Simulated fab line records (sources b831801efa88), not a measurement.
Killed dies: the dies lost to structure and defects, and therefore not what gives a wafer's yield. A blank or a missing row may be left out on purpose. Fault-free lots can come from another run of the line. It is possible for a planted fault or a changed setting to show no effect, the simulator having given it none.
The tool behind it: which one? + flow gf180mcu + 6 lots, 18 wafers sampled, at 2 steps of a route of 602

## WHAT THE GAUGES READ, wafer by wafer
GF_VT_IMPLANT_RS_MEAS_49: measures by four-point-probe.
| lot  | measured     | on           | MVPSD_RS (ohm/sq) |
|------|--------------|--------------|-------------------|
| L853 | day 8 06:51  | filmMetro-02 | 1165 1163 1164    |
| L855 | day 8 22:15  | filmMetro-02 | 1168 1165 1169    |
| L862 | day 10 22:59 | filmMetro-02 | 1065 1060 1063    |
| L866 | day 12 00:51 | filmMetro-02 | 1170 1174 1173    |
| L869 | day 12 20:06 | filmMetro-03 | 1170 1170 1169    |
| L872 | day 14 00:14 | filmMetro-03 | 1166 1171 1168    |

## WHAT TOOL EACH LOT RAN ON (gives the tool, then ch and the chambers of the sampled wafers, and finally the start)
| lot  | GF_MVPSD_IMPLANT_08             |
|------|---------------------------------|
| L853 | implanter-04 ch 0, day 5 16:32  |
| L855 | implanter-02 ch 0, day 6 05:15  |
| L862 | implanter-02 ch 0, day 7 23:51  |
| L866 | implanter-04 ch 0, day 9 00:31  |
| L869 | implanter-03 ch 0, day 9 16:24  |
| L872 | implanter-03 ch 0, day 10 17:37 |
- GF_MVPSD_IMPLANT_08

## THE ANSWER, worked out from the rows above alone
Rule: what is usual is taken from the lots themselves. The widest of any qualifying gaps counts: lots, ordered by their means at a reading, are off when they make up no more than a third of the lots, leave a main group of 4 or more, and stand apart from it by 3 or more times the standard deviation of that group's means. Not used: any main group whose means are identical at the precision the tables above print for the reading. A lot without any number at a reading at which 4 lots or more have one is off too. All remaining lots with rows at the step are treated as sound.
Off: L862, at GF_VT_IMPLANT_RS_MEAS_49 (MVPSD_RS). Main group: mean 1168 ohm/sq, sd 2.7.
If a tool, at a process step before that reading, ran all the lots that are off and no sound lot after the first of them, it fits. Gauges at GF_VT_IMPLANT_RS_MEAS_49: tried the same way as those tools. One candidate fits, namely implanter-02 at GF_MVPSD_IMPLANT_08. Its last sound lot is L855 (day 6 05:15), its first lot that is off L862 (day 7 23:51): a fault that began between those two fits.

## WHAT THE SIMULATOR HAD PUT IN
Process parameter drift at GF_MVPSD_IMPLANT_08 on implanter-02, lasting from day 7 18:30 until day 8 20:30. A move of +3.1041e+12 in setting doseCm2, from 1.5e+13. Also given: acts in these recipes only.
Shown lots that were struck: L862. The rule given above showed the same thing.
